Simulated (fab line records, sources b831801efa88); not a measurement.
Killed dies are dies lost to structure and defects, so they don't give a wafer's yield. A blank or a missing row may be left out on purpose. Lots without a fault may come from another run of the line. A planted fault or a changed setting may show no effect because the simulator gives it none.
fab line records | flow sfq_line
record lots=7 wafers=19 last_day=76
route steps=325 shown M6@265 I6@266
lots that met no fault: from a run of the same line without faults
start_h: hours from the record's first day to the start of the lot's first wafer shown | wait_h: hours since the lot's step before | " the same as in the row above | L1.1+2: a row that stands for several wafers | - no value, or no start given | * or withheld: withheld | < > ~ a bound
route shown NAME@n: a module of which the file shows steps, and the number in the route of the first | usual: mean/standard deviation of fault-free wafers | same: alike in all rows | chamber/n: place in a boat | sites: the reading at each site | _std_site: their standard deviation | _edge_site: outer sites' mean less inner sites' | radius_mm: how far each site lies from the wafer's centre | mask NAME#n: copy n | behind: the tool/chamber that last shaped the wafer | hold: why the lot was held/for how many hours/how that ended | device: the transistor (n, p or np) that didn't switch | end of line: the same wafers' tests at the end of the route | a step without rows: its recipe alone | killed: dies lost to structure and defects at the first sort, not the wafer's yield | map: a wafer's dies, x killed, . not, _ none there
set.NAME: the setting as run; set.NAME@STEP: as run at that earlier step | model.NAME: the simulator's own value behind a step, which no gauge read
lots at some steps of the route; a table a step, a row a wafer
services: from which hour (start_h, from the record's first day; less than 0 if before it) a tool's chamber was out of use, for how many hours, and why
## steps
# step SFQ_TRILAYER_M6_STRIP_SOLV_CLEAN_164
# recipe chemistry=NMP temp_c=70 time_s=600
# step SFQ_TRILAYER_I6_DEP_PECVD_165
# recipe material=SiO2 temp_c=150 time_s=111.11 pressure_torr=2.4 rf_w=183.3 precursor=SiH4/N2O target_thk_nm=500
# usual heater_power_w=80/14 throttle_valve_pct=24.3/1.4
# columns lot.wafer tool chamber start_h wait_h heater_power_w throttle_valve_pct
L946.3 pecvd-01 0 1402.55 0.0 77 23.6
L946.4 " 2 " " 82 21.8
L946.5 " 1 " " 83 24.8
L949.1 pecvd-03 2 1439.34 0.0 79 23.8
L949.4 " 2 " " 81 23.5
L949.6 " 0 " " 106 22.9
L956.1 pecvd-02 2 1487.13 0.0 99 25.3
L956.3 " 0 " " 68 26.6
L957.3 pecvd-03 0 1490.73 0.0 114 23.1
L957.4 " 2 " " 72 23.7
L958.2 pecvd-01 1 1496.73 0.0 84 24.7
L958.3 " 2 " " 84 22.5
L958.6 " 0 " " 79 23.7
L963.1 pecvd-02 1 1542.48 0.0 51 26.0
L963.4 " 1 " " 55 25.9
L963.6 " 2 " " 104 25.6
L964.2 pecvd-03 1 1552.18 0.0 76 24.9
L964.3 " 2 " " 88 23.8
L964.6 " 0 " " 103 23.3
# step SFQ_TRILAYER_I6_CMP_CMP_166
# recipe material=SiO2 down_force_psi=3 platen_rpm=60 pad_velocity_m_s=0.94248
# usual head_pressure_psi=3.001/0.0061 motor_current_A=9.8/0.8 time_to_endpoint_s=215/10
# columns lot.wafer tool chamber start_h wait_h head_pressure_psi motor_current_A time_to_endpoint_s
L946.3 cmp-01 1 1404.87 2.3 2.989 9.8 207
L946.4 " 2 " " 2.996 9.5 227
L946.5 " 0 1406.37 3.7 3.001 9.1 233
L949.1 cmp-02 0 1443.15 3.8 2.998 9.6 215
L949.4 " 1 " " 2.987 9.3 210
L949.6 " 3 1444.65 5.2 3.004 10.5 208
L956.3 cmp-01 1 1487.27 0.1 3.002 9.0 206
L956.1 " 3 1488.27 1.1 3.001 9.2 209
L957.3 cmp-02 1 1491.45 0.7 3.000 8.4 192
L957.4 " 3 1492.45 1.6 3.004 11.3 216
L958.3 cmp-01 3 1496.81 0.0 3.002 8.9 223
L958.2 " 1 1497.81 1.0 2.998 9.1 217
L958.6 " 0 1499.31 2.5 2.998 9.3 232
L963.1 cmp-01 0 1545.46 2.9 3.008 9.5 213
L963.4 " 1 " " 3.004 9.5 217
L963.6 " 0 1547.46 4.9 2.993 9.3 213
L964.3 cmp-01 2 1552.76 0.5 3.003 9.8 219
L964.2 " 0 1553.76 1.5 3.006 9.3 206
L964.6 " 1 " " 3.000 9.6 201
# step SFQ_I6_BOW_MEAS_941
# recipe mode=bow
# usual I6_BOW=4/11
# columns lot.wafer tool chamber start_h wait_h I6_BOW[um]
L946.3 film_metro-01 - 1406.91 1.5 -9
L946.4 " - " " -6
L946.5 " - " " -6
L949.1 film_metro-03 - 1445.65 2.0 30
L949.4 " - " " 30
L949.6 " - " " 26
L956.1 film_metro-02 - 1490.27 1.5 1
L956.3 " - " " 9
L957.3 film_metro-01 - 1494.49 2.5 14
L957.4 " - " " -5
L958.2 film_metro-01 - 1499.83 1.5 6
L958.3 " - " " -5
L958.6 " - " " -8
L963.1 film_metro-01 - 1547.96 2.0 16
L963.4 " - " " 25
L963.6 " - " " 13
L964.2 film_metro-01 - 1555.28 1.0 12
L964.3 " - " " 15
L964.6 " - " " 6
# step SFQ_TRILAYER_I6_METRO_MEASURE_167
# usual thk_nm=200.2/1.4
# columns lot.wafer tool chamber start_h wait_h thk_nm
L946.3 film_metro-01 - 1407.39 0.5 199.3
L946.4 " - " " 202.3
L946.5 " - " " 200.6
L949.1 film_metro-03 - 1445.77 0.1 201.0
L949.4 " - " " 199.5
L949.6 " - " " 200.2
L956.1 film_metro-02 - 1490.39 0.1 200.3
L956.3 " - " " 201.0
L957.3 film_metro-01 - 1494.97 0.5 198.9
L957.4 " - " " 198.8
L958.2 film_metro-01 - 1500.13 0.3 199.7
L958.3 " - " " 200.9
L958.6 " - " " 203.6
L963.1 film_metro-01 - 1548.08 0.1 198.6
L963.4 " - " " 197.6
L963.6 " - " " 199.3
L964.2 film_metro-01 - 1555.58 0.3 201.4
L964.3 " - " " 201.8
L964.6 " - " " 198.5
# step SFQ_TRILAYER_I6_VIA_LITHO_COAT_174
# recipe resist=BARC spin_rpm=3000 resist_thk_nm=62
# step SFQ_TRILAYER_I6_VIA_LITHO_COAT_169
# recipe resist=KrF spin_rpm=3000 resist_thk_nm=650
# step SFQ_TRILAYER_I6_VIA_LITHO_SOFTBAKE_173
# recipe temp_c=withheld time_s=withheld resist=KrF
# step SFQ_TRILAYER_I6_VIA_LITHO_EXPOSE_170
# recipe mask_id=I6 na=0.6 source_shape=conventional sigma_outer=0.65 target_cd_nm=700 dose_mj=21.3
# step SFQ_TRILAYER_I6_VIA_LITHO_PEB_172
# recipe peb_temp_c=115 peb_time_s=60 resist=KrF
# step SFQ_TRILAYER_I6_VIA_LITHO_DEVELOP_171
# recipe time_s=60 resist=KrF
# step SFQ_I6_OVL_MEAS_942
# usual I6_OVL=-3/6.7
# columns lot.wafer tool chamber start_h wait_h I6_OVL[nm]
L946.3 overlay-01 - 1513.94 0.1 -12
L946.4 " - " " -3
L946.5 " - " " -13
L949.1 overlay-02 - 1551.13 0.1 -3
L949.4 " - " " 3
L949.6 " - " " 2
L956.1 overlay-01 - 1595.08 0.1 -4
L956.3 " - " " 0
L957.3 overlay-01 - 1601.09 0.1 -14
L957.4 " - " " -7
L958.2 overlay-01 - 1605.90 0.1 -2
L958.3 " - " " -7
L958.6 " - " " -11
L963.1 overlay-01 - 1641.25 0.1 1
L963.4 " - " " -6
L963.6 " - " " -12
L964.2 overlay-02 - 1648.46 0.1 15
L964.3 " - " " -2
L964.6 " - " " 8
# step SFQ_TRILAYER_I6_VIA_BARC_OPEN_VIA_ETCH_235
# recipe mask_material=PR chemistry=O2 target_depth_nm=125 target=BARC source_w=500 bias_w=80 pressure_mtorr=30 time_s=41.7
# usual drypump_motor_current_A=5.87/0.22 oes_product_au=0.686/0.0046 run_length_s=69.9/0.58
# columns lot.wafer tool chamber start_h wait_h drypump_motor_current_A oes_product_au rf_hours_counter_h run_length_s model.KrF_of_TRILAYER_I6_VIA_LITHO_COAT_169.thk_nm
L946.3 rie_diel-04 2 1513.96 0.0 5.86 0.685 9 69.0 572.3
L946.4 " 1 " " 5.80 0.687 18 70.1 573
L946.5 " 2 " " 5.86 0.683 - 69.5 573.5
L949.1 rie_diel-04 1 1551.16 0.0 5.80 0.687 19 70.4 570.2
L949.4 " 2 " " 5.86 0.686 9 69.0 571.4
L949.6 " 0 " " 5.72 0.681 - 69.5 568.9
L956.1 rie_diel-04 0 1595.11 0.0 5.72 0.687 18 69.3 572.8
L956.3 " 2 " " 5.86 0.593 10 87.6 549.7
L957.3 rie_diel-04 1 1601.11 0.0 5.81 0.584 19 88.6 552
L957.4 " 0 " " 5.72 0.683 18 69.5 573.5
L958.2 rie_diel-04 2 1605.93 0.0 5.86 0.697 10 69.2 576.7
L958.3 " 1 " " 5.80 0.592 19 88.9 551.3
L958.6 " 0 " " 5.73 0.686 - 69.3 572.4
L963.1 rie_diel-03 1 1641.29 0.0 6.11 0.691 16 69.3 571.4
L963.4 " 2 " " 5.90 0.692 0 69.4 570.4
L963.6 " 1 " " 6.11 0.680 - 69.7 573.1
L964.2 rie_diel-03 1 1648.49 0.0 6.12 0.689 16 69.5 575.7
L964.3 " 3 " " 5.22 0.683 21 70.3 576.2
L964.6 " 1 " " 6.15 0.686 - 69.4 575.6
# step SFQ_TRILAYER_I6_VIA_ETCH_VIA_ETCH_172
# recipe target=SiO2 stop_on=Nb mask_material=PR taper_deg=20 chemistry=CHF3 target_depth_nm=260 source_w=500 bias_w=80 pressure_mtorr=30 time_s=withheld
# usual drypump_motor_current_A=5.87/0.22 oes_product_au=0.855/0.006
# columns lot.wafer tool chamber start_h wait_h drypump_motor_current_A oes_product_au model.KrF_of_TRILAYER_I6_VIA_LITHO_COAT_169.thk_nm
L946.3 rie_diel-04 2 1514.00 0.0 5.89 0.855 526.7
L946.4 " 1 " " 5.81 0.860 527.5
L946.5 " 2 " " 5.88 0.859 527.7
L949.1 rie_diel-04 1 1551.20 0.0 5.79 0.840 525.6
L949.4 " 2 " " 5.86 0.850 525.9
L949.6 " 0 " " 5.72 0.858 522.5
L956.1 rie_diel-04 0 1595.15 0.0 5.71 0.855 527.1
L956.3 " 2 " " 5.86 0.864 504.8
L957.3 rie_diel-04 1 1601.15 0.0 5.79 0.847 506.4
L957.4 " 0 " " 5.73 0.851 527.1
L958.2 rie_diel-04 2 1605.97 0.0 5.85 0.856 531.9
L958.3 " 1 " " 5.82 0.855 506.1
L958.6 " 0 " " 5.72 0.858 526.2
L963.1 rie_diel-03 1 1641.33 0.0 6.11 0.856 527.2
L963.4 " 2 " " 5.92 0.846 526.8
L963.6 " 1 " " 6.12 0.849 528.9
L964.2 rie_diel-03 1 1648.53 0.0 6.10 0.854 530.7
L964.3 " 3 " " 5.24 0.848 533.1
L964.6 " 1 " " 6.09 0.840 530.6
# step SFQ_TRILAYER_I6_VIA_STRIP_STRIP_173
# recipe gas=O2 power_w=200 platen_temp_c=40 overash_fraction=0.65 chemistry=O2 pressure_mtorr=50
# usual drypump_motor_current_A=5.8/0.37 oes_product_au=1.005/0.015 platen_temp_c=39.99/0.12
# columns lot.wafer tool chamber start_h wait_h drypump_motor_current_A oes_product_au platen_temp_c rf_hours_counter_h
L946.3 rie_metal-04 0 1514.32 - 6.0 1.027 40.07 -
L946.4 " 1 " " 5.9 1.032 39.86 -
L946.5 " 1 " " 5.8 1.025 40.08 -
L949.1 rie_metal-02 0 1551.32 - 6.3 0.988 39.99 61
L949.4 " 1 " " 5.6 0.987 39.86 -
L949.6 " 0 " " 6.3 1.000 39.91 -
L956.1 rie_metal-02 0 1595.27 - 6.3 1.000 40.06 70
L956.3 " 0 " " 6.3 0.997 40.08 -
L957.3 rie_metal-02 1 1601.47 - 5.6 1.005 40.04 -
L957.4 " 0 " " 6.3 1.004 39.98 -
L958.2 rie_metal-04 0 1606.08 - 6.0 1.020 39.90 16
L958.3 " 0 " " 6.0 1.021 39.97 -
L958.6 " 1 " " 5.8 1.005 39.96 -
L963.1 rie_metal-04 1 1641.44 - 5.8 1.001 40.06 8
L963.4 " 0 " " 6.0 1.029 40.14 -
L963.6 " 0 " " 6.0 1.024 40.11 -
L964.2 rie_metal-01 0 1648.64 - 5.0 0.990 39.96 113
L964.3 " 1 " " 5.9 1.022 39.76 -
L964.6 " 1 " " 5.8 1.008 39.86 -
## services
# columns tool chamber start_h hours kind
pecvd-03 - 1379.89 3.1 repair
cmp-01 - 1389.04 0.2 repair
rie_diel-04 - 1389.48 14.6 pm
film_metro-01 - 1401.96 1.6 pm
rie_metal-02 0 1412.87 8.6 repair
cmp-01 - 1431.45 4.0 pm
film_metro-01 - 1438.11 1.2 pm
film_metro-01 - 1448.77 0.5 pm
cmp-01 - 1456.45 14.4 pm
rie_diel-03 - 1468.52 15.6 pm
cmp-01 - 1470.89 4.4 pm
film_metro-01 - 1475.31 5.7 repair
rie_metal-04 - 1476.18 2.8 pm
rie_diel-04 - 1477.95 2.8 pm
rie_diel-04 0 1485.56 4.5 repair
cmp-01 - 1491.18 3.6 repair
pecvd-03 - 1537.59 7.1 repair
rie_diel-03 - 1547.12 0.4 repair
rie_metal-04 - 1551.32 14.6 pm
film_metro-01 - 1558.64 0.4 pm
rie_metal-04 - 1571.22 1.4 pm
film_metro-01 - 1602.91 0.3 pm
pecvd-03 - 1623.12 0.5 repair
cmp-01 - 1634.00 1.9 repair
## key
first_sign step=SFQ_TRILAYER_I6_VIA_BARC_OPEN_VIA_ETCH_235 reading=run_length_s direction=up sigmas=32 usual=* struck=*
effect step=SFQ_TRILAYER_I6_VIA_BARC_OPEN_VIA_ETCH_235 reading=oes_product_au direction=down sigmas=21 usual=0.686 struck=0.590
model_effect step=SFQ_TRILAYER_I6_VIA_BARC_OPEN_VIA_ETCH_235 value=KrF_of_TRILAYER_I6_VIA_LITHO_COAT_169.thk_nm without=574.3 struck=551
model_effect step=SFQ_TRILAYER_I6_VIA_ETCH_VIA_ETCH_172 value=KrF_of_TRILAYER_I6_VIA_LITHO_COAT_169.thk_nm without=529.2 struck=505.8
met_at SFQ_TRILAYER_I6_VIA_BARC_OPEN_VIA_ETCH_235
struck_wafers L956.3,L957.3,L958.3
onset_between 1551.16 1595.11
fault kind=process_parameter_drift tool=rie_diel-04 chamber=- onset_h=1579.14 steps=SFQ_TRILAYER_I6_VIA_BARC_OPEN_VIA_ETCH_235 channel=time_s offset=* shape=step end_h=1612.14 scope=struck_wafers_only acts_in=* stated=*
